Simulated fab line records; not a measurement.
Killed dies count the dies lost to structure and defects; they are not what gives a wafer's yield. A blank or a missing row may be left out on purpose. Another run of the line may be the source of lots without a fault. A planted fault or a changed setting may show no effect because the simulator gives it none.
fab line records -- flow gf180mcu
record lots=13, wafers=39, lastDay=34
route steps=602 shown NWELL@44 M2@367 M3@414
lots untouched by any fault: they come from a run of this same line in which no faults occurred
startH: hours from the record's opening day to when the first of the lot's shown wafers began -- waitH: hours since the lot's step before -- " repeats the value in the row above -- L1.1+2: one row covering several wafers at once -- - value missing, or start not given -- * or withheld: withheld -- < > ~ a bound
route shown NAME@n: names a module that has steps shown in the file, with the first one's number in the route -- usual: mean and standard deviation over wafers with no fault -- same: alike in all rows -- chamber/n: place in a boat -- sites: per-site readings -- _std_site: standard deviation across them -- _edge_site: mean of outer sites minus mean of inner sites -- radiusMm: for every site, how far away it sits from the centre of the wafer -- mask NAME#n: copy n -- behind: the most recent tool/chamber to have shaped the wafer -- hold: the reason the lot was held/the length of the hold in hours/how it ended -- device: names the non-switching transistor (n, p or np) -- end of line: at the end of the route, the tests of the same wafers -- where a step has no rows: the recipe by itself -- killed: dies that structure and defects cost at the first sort, which is not the same as the wafer's yield -- map: dies across one wafer; x = killed, . = not, _ = none there
set.NAME: the setting the step ran with; set.NAME@STEP: the setting that earlier step ran with -- model.NAME: the simulator's own value behind a step, which no gauge read
one table for each step of the route and one row for each wafer, over a sample of lots
services: the hour from which a tool's chamber was out of use, counted from the record's first day as startH (under 0 if before that day), plus the number of hours and why
## steps
# step GF_NWELL_COAT_02
# recipe spinRpm=2000, resistThkNm=3000
# usual resistLineTempC=23.02/0.11
lot.wafer,tool,chamber,startH,waitH,resistLineTempC
L461.2,lithoTrack-03,0,47.50,0.1,23.08
L461.4,lithoTrack-03,0,47.50,0.1,22.90
L461.5,lithoTrack-03,0,47.50,0.1,22.86
L465.1,lithoTrack-04,0,70.53,0.1,23.08
L465.5,lithoTrack-04,0,70.53,0.1,22.89
L465.6,lithoTrack-04,0,70.53,0.1,23.05
L466.3,lithoTrack-04,0,75.43,0.1,23.11
L466.4,lithoTrack-04,0,75.43,0.1,23.22
L466.6,lithoTrack-04,0,75.43,0.1,23.03
L467.1,lithoTrack-04,0,80.08,0.1,22.76
L467.2,lithoTrack-04,0,80.08,0.1,22.92
L467.5,lithoTrack-04,0,80.08,0.1,22.88
L468.1,lithoTrack-01,0,90.64,0.1,23.00
L468.2,lithoTrack-01,0,90.64,0.1,22.92
L468.3,lithoTrack-01,0,90.64,0.1,23.04
L469.4,lithoTrack-01,0,95.36,0.1,23.12
L469.5,lithoTrack-01,0,95.36,0.1,22.92
L469.6,lithoTrack-01,0,95.36,0.1,23.06
L471.4,lithoTrack-04,0,101.86,0.1,23.30
L471.5,lithoTrack-04,0,101.86,0.1,23.17
L471.6,lithoTrack-04,0,101.86,0.1,23.19
L474.1,lithoTrack-04,0,119.63,0.1,23.00
L474.2,lithoTrack-04,0,119.63,0.1,23.00
L474.3,lithoTrack-04,0,119.63,0.1,23.17
L477.1,lithoTrack-03,0,135.62,0.1,23.02
L477.5,lithoTrack-03,0,135.62,0.1,22.89
L477.6,lithoTrack-03,0,135.62,0.1,23.11
L480.4,lithoTrack-01,0,152.51,0.1,23.12
L480.5,lithoTrack-01,0,152.51,0.1,23.04
L480.6,lithoTrack-01,0,152.51,0.1,22.96
L482.2,lithoTrack-03,0,161.99,0.1,22.99
L482.3,lithoTrack-03,0,161.99,0.1,23.05
L482.5,lithoTrack-03,0,161.99,0.1,23.00
L483.2,lithoTrack-01,0,169.96,0.1,23.15
L483.3,lithoTrack-01,0,169.96,0.1,23.10
L483.6,lithoTrack-01,0,169.96,0.1,23.24
L484.2,lithoTrack-04,0,173.96,0.1,22.93
L484.3,lithoTrack-04,0,173.96,0.1,22.99
L484.6,lithoTrack-04,0,173.96,0.1,22.97
# step GF_NWELL_STRIP_10
# recipe chemistry=O2/N2, powerW=1400, pressureMtorr=1500, platenTempC=250, o2FlowSccm=3000, n2FlowSccm=300, overashFraction=0.5
# usual drypumpMotorCurrentA=5.8/0.48, heaterPowerW=357/31, oesProductAu=0.722/0.0046, stripTimeToEndpointS=36.96/0.082
lot.wafer,tool,chamber,startH,waitH,drypumpMotorCurrentA,heaterPowerW,oesProductAu,rfHoursCounterH,stripTimeToEndpointS
L461.2,plasmaAsher-03,1,54.62,0.1,6.4,326,0.722,22,36.88
L461.4,plasmaAsher-03,0,54.62,0.1,6.4,395,0.721,-,36.82
L461.5,plasmaAsher-03,1,54.62,0.1,6.4,326,0.725,-,36.87
L465.1,plasmaAsher-01,1,77.87,0.1,6.0,370,0.722,44,36.86
L465.5,plasmaAsher-01,1,77.87,0.1,6.0,372,0.716,-,36.85
L465.6,plasmaAsher-01,0,77.87,0.1,5.5,384,0.717,-,36.88
L466.3,plasmaAsher-01,1,83.79,0.1,5.9,363,0.722,-,36.93
L466.4,plasmaAsher-01,0,83.79,0.1,5.5,376,0.718,-,36.93
L466.6,plasmaAsher-01,1,83.79,0.1,6.0,370,0.723,-,36.93
L467.1,plasmaAsher-01,0,87.41,0.1,5.5,372,0.718,45,23.96
L467.2,plasmaAsher-01,1,87.41,0.1,6.0,359,0.710,45,23.98
L467.5,plasmaAsher-01,0,87.41,0.1,5.5,378,0.716,-,23.95
L468.1,plasmaAsher-01,0,98.62,0.1,5.5,387,0.718,46,36.92
L468.2,plasmaAsher-01,1,98.62,0.1,6.0,372,0.725,46,36.88
L468.3,plasmaAsher-01,1,98.62,0.1,6.0,367,0.727,-,36.94
L469.4,plasmaAsher-03,1,103.15,0.1,6.3,331,0.716,-,36.86
L469.5,plasmaAsher-03,1,103.15,0.1,6.3,323,0.722,-,36.93
L469.6,plasmaAsher-03,0,103.15,0.1,6.5,385,0.713,-,37.00
L471.4,plasmaAsher-01,1,109.55,0.1,5.9,370,0.716,-,24.03
L471.5,plasmaAsher-01,0,109.55,0.1,5.4,386,0.724,-,24.02
L471.6,plasmaAsher-01,1,109.55,0.1,6.0,370,0.715,-,23.95
L474.1,plasmaAsher-03,0,127.61,0.1,6.4,391,0.721,30,23.99
L474.2,plasmaAsher-03,1,127.61,0.1,6.4,323,0.723,30,23.97
L474.3,plasmaAsher-03,0,127.61,0.1,6.4,385,0.724,-,24.05
L477.1,plasmaAsher-04,0,144.47,0.1,5.4,290,0.731,1,36.92
L477.5,plasmaAsher-04,0,144.47,0.1,5.4,284,0.723,-,37.05
L477.6,plasmaAsher-04,1,144.47,0.1,4.9,328,0.729,-,37.12
L480.4,plasmaAsher-01,1,160.64,0.1,6.0,361,0.724,-,36.91
L480.5,plasmaAsher-01,1,160.64,0.1,6.0,359,0.719,-,36.90
L480.6,plasmaAsher-01,0,160.64,0.1,5.5,378,0.718,-,37.04
L482.2,plasmaAsher-01,0,171.47,0.1,5.5,374,0.723,54,37.15
L482.3,plasmaAsher-01,0,171.47,0.1,5.5,390,0.725,-,37.09
L482.5,plasmaAsher-01,1,171.47,0.1,6.0,370,0.715,-,37.13
L483.2,plasmaAsher-01,0,178.62,0.1,5.5,375,0.724,55,37.03
L483.3,plasmaAsher-01,0,178.62,0.1,5.5,371,0.726,-,37.07
L483.6,plasmaAsher-01,1,178.62,0.1,6.0,376,0.720,-,37.06
L484.2,plasmaAsher-03,1,183.02,0.1,6.3,334,0.729,36,36.89
L484.3,plasmaAsher-03,0,183.02,0.1,6.5,387,0.720,-,36.95
L484.6,plasmaAsher-03,1,183.02,0.1,6.3,326,0.724,-,36.90
# step GF_M2_RS_MEAS_05
# recipe thkMeasGauge=four-point-probe, reads=TiN_of_M2_SPUTTER_04+Ti_of_M2_SPUTTER_03+AlCu_of_M2_SPUTTER_02+TiN_of_M2_SPUTTER_01+Ti_of_M2_SPUTTER_00
# usual M2_ALCU_RS=0.0695/0.00067
lot.wafer,tool,chamber,startH,waitH,M2_ALCU_RS[ohm/sq]
L461.2,filmMetro-02,-,416.02,0.0,0.0689
L461.4,filmMetro-02,-,416.02,0.0,0.0686
L461.5,filmMetro-02,-,416.02,0.0,0.0687
L465.1,filmMetro-03,-,456.52,0.0,0.0698
L465.5,filmMetro-03,-,456.52,0.0,0.0694
L465.6,filmMetro-03,-,456.52,0.0,0.0689
L466.3,filmMetro-01,-,472.58,0.1,0.0691
L466.4,filmMetro-01,-,472.58,0.1,0.0686
L466.6,filmMetro-01,-,472.58,0.1,0.0691
L467.1,filmMetro-02,-,475.49,0.0,0.0698
L467.2,filmMetro-02,-,475.49,0.0,0.0703
L467.5,filmMetro-02,-,475.49,0.0,0.0707
L468.1,filmMetro-02,-,497.87,0.0,0.0697
L468.2,filmMetro-02,-,497.87,0.0,0.0700
L468.3,filmMetro-02,-,497.87,0.0,0.0698
L469.4,filmMetro-01,-,504.02,0.1,0.0706
L469.5,filmMetro-01,-,504.02,0.1,0.0705
L469.6,filmMetro-01,-,504.02,0.1,0.0701
L471.4,filmMetro-03,-,516.30,0.1,0.0693
L471.5,filmMetro-03,-,516.30,0.1,0.0701
L471.6,filmMetro-03,-,516.30,0.1,0.0692
L474.1,filmMetro-01,-,541.59,0.0,0.0698
L474.2,filmMetro-01,-,541.59,0.0,0.0693
L474.3,filmMetro-01,-,541.59,0.0,0.0697
L477.1,filmMetro-03,-,563.97,0.0,0.0687
L477.5,filmMetro-03,-,563.97,0.0,0.0689
L477.6,filmMetro-03,-,563.97,0.0,0.0691
L480.4,filmMetro-03,-,585.47,0.1,0.0699
L480.5,filmMetro-03,-,585.47,0.1,0.0695
L480.6,filmMetro-03,-,585.47,0.1,0.0696
L482.2,filmMetro-01,-,604.10,0.0,0.0697
L482.3,filmMetro-01,-,604.10,0.0,0.0694
L482.5,filmMetro-01,-,604.10,0.0,0.0695
L483.2,filmMetro-01,-,606.11,0.0,0.0689
L483.3,filmMetro-01,-,606.11,0.0,0.0686
L483.6,filmMetro-01,-,606.11,0.0,0.0691
L484.2,filmMetro-03,-,612.08,0.0,0.0691
L484.3,filmMetro-03,-,612.08,0.0,0.0685
L484.6,filmMetro-03,-,612.08,0.0,0.0694
# step GF_M2_THK_MEAS_06
# recipe thkMeasGauge=xrf, reads=AlCu_of_M2_SPUTTER_02
# usual M2_ALCU_THK=453/5.1
lot.wafer,tool,chamber,startH,waitH,M2_ALCU_THK[nm]
L461.2,filmMetro-02,-,416.13,0.1,454
L461.4,filmMetro-02,-,416.13,0.1,455
L461.5,filmMetro-02,-,416.13,0.1,455
L465.1,filmMetro-03,-,456.64,0.1,453
L465.5,filmMetro-03,-,456.64,0.1,456
L465.6,filmMetro-03,-,456.64,0.1,461
L466.3,filmMetro-01,-,472.68,0.1,454
L466.4,filmMetro-01,-,472.68,0.1,458
L466.6,filmMetro-01,-,472.68,0.1,454
L467.1,filmMetro-02,-,475.61,0.1,446
L467.2,filmMetro-02,-,475.61,0.1,444
L467.5,filmMetro-02,-,475.61,0.1,441
L468.1,filmMetro-02,-,497.99,0.1,448
L468.2,filmMetro-02,-,497.99,0.1,449
L468.3,filmMetro-02,-,497.99,0.1,452
L469.4,filmMetro-01,-,504.11,0.1,442
L469.5,filmMetro-01,-,504.11,0.1,444
L469.6,filmMetro-01,-,504.11,0.1,449
L471.4,filmMetro-03,-,516.39,0.1,455
L471.5,filmMetro-03,-,516.39,0.1,453
L471.6,filmMetro-03,-,516.39,0.1,456
L474.1,filmMetro-01,-,541.71,0.1,452
L474.2,filmMetro-01,-,541.71,0.1,452
L474.3,filmMetro-01,-,541.71,0.1,453
L477.1,filmMetro-03,-,564.09,0.1,463
L477.5,filmMetro-03,-,564.09,0.1,461
L477.6,filmMetro-03,-,564.09,0.1,460
L480.4,filmMetro-03,-,585.56,0.1,453
L480.5,filmMetro-03,-,585.56,0.1,454
L480.6,filmMetro-03,-,585.56,0.1,456
L482.2,filmMetro-01,-,604.21,0.1,453
L482.3,filmMetro-01,-,604.21,0.1,454
L482.5,filmMetro-01,-,604.21,0.1,454
L483.2,filmMetro-01,-,606.22,0.1,458
L483.3,filmMetro-01,-,606.22,0.1,462
L483.6,filmMetro-01,-,606.22,0.1,458
L484.2,filmMetro-03,-,612.19,0.1,456
L484.3,filmMetro-03,-,612.19,0.1,458
L484.6,filmMetro-03,-,612.19,0.1,455
# step GF_M3_RS_MEAS_05
# recipe thkMeasGauge=four-point-probe, reads=TiN_of_M3_SPUTTER_04+Ti_of_M3_SPUTTER_03+AlCu_of_M3_SPUTTER_02+TiN_of_M3_SPUTTER_01+Ti_of_M3_SPUTTER_00
# usual M3_ALCU_RS=0.0692/0.001
lot.wafer,tool,chamber,startH,waitH,M3_ALCU_RS[ohm/sq]
L461.2,filmMetro-03,-,468.44,0.0,0.0687
L461.4,filmMetro-03,-,468.44,0.0,0.0692
L461.5,filmMetro-03,-,468.44,0.0,0.0681
L465.1,filmMetro-02,-,508.30,0.0,0.0704
L465.5,filmMetro-02,-,508.30,0.0,0.0686
L465.6,filmMetro-02,-,508.30,0.0,0.0691
L466.3,filmMetro-04,-,523.76,0.1,0.0686
L466.4,filmMetro-04,-,523.76,0.1,0.0705
L466.6,filmMetro-04,-,523.76,0.1,0.0700
L467.1,filmMetro-03,-,526.58,0.0,0.0689
L467.2,filmMetro-03,-,526.58,0.0,0.0675
L467.5,filmMetro-03,-,526.58,0.0,0.0691
L468.1,filmMetro-03,-,547.31,0.0,0.0687
L468.2,filmMetro-03,-,547.31,0.0,0.0676
L468.3,filmMetro-03,-,547.31,0.0,0.0692
L469.4,filmMetro-04,-,553.43,0.1,0.0706
L469.5,filmMetro-04,-,553.43,0.1,0.0710
L469.6,filmMetro-04,-,553.43,0.1,0.0706
L471.4,filmMetro-02,-,565.77,0.1,0.0701
L471.5,filmMetro-02,-,565.77,0.1,0.0687
L471.6,filmMetro-02,-,565.77,0.1,0.0703
L474.1,filmMetro-03,-,589.26,0.0,0.0692
L474.2,filmMetro-03,-,589.26,0.0,0.0701
L474.3,filmMetro-03,-,589.26,0.0,0.0694
L477.1,filmMetro-03,-,610.44,0.0,0.0690
L477.5,filmMetro-03,-,610.44,0.0,0.0671
L477.6,filmMetro-03,-,610.44,0.0,0.0692
L480.4,filmMetro-04,-,630.64,0.1,0.0689
L480.5,filmMetro-04,-,630.64,0.1,0.0692
L480.6,filmMetro-04,-,630.64,0.1,0.0709
L482.2,filmMetro-02,-,647.80,0.0,0.0701
L482.3,filmMetro-02,-,647.80,0.0,0.0706
L482.5,filmMetro-02,-,647.80,0.0,0.0705
L483.2,filmMetro-02,-,650.24,0.0,0.0702
L483.3,filmMetro-02,-,650.24,0.0,0.0709
L483.6,filmMetro-02,-,650.24,0.0,0.0707
L484.2,filmMetro-03,-,655.34,0.0,0.0691
L484.3,filmMetro-03,-,655.34,0.0,0.0704
L484.6,filmMetro-03,-,655.34,0.0,0.0705
## services
tool,chamber,startH,hours,kind
plasmaAsher-04,-,70.71,0.7,repair
plasmaAsher-04,-,96.98,24.5,repair
plasmaAsher-04,-,121.50,9.0,pm
plasmaAsher-04,0,121.50,9.0,ventCycle
plasmaAsher-04,1,121.50,9.0,ventCycle
plasmaAsher-04,0,130.50,-,clean
plasmaAsher-04,1,130.50,-,clean
plasmaAsher-01,-,144.32,3.7,repair
plasmaAsher-01,-,181.84,1.1,repair
## key
firstSign step=GF_NWELL_STRIP_10, reading=stripTimeToEndpointS, direction=down, sigmas=99+, usual=*, struck=*
effect none on later readings
metAt GF_NWELL_COAT_02
struckLots L467,L471,L474
testerLeftOut L467,L471,L474
notActingAt GF_M2_RS_MEAS_05,GF_M2_THK_MEAS_06,GF_M3_RS_MEAS_05
onsetBetween 75.43 80.08
fault kind=processParameterDrift, tool=lithoTrack-04, chamber=-, onsetH=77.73, steps=GF_NWELL_COAT_02, channel=resistThkNm, offset=*, shape=step, endH=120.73, actsIn=*, stated=*
# testerLeftOut: of these lots the tester's yield and bins aren't shown, on N5 and GAA mostly nor the transistor test; their killed dies are dies lost to structure and defects alone, not to doping, threshold or leakage, so they don't give the yield
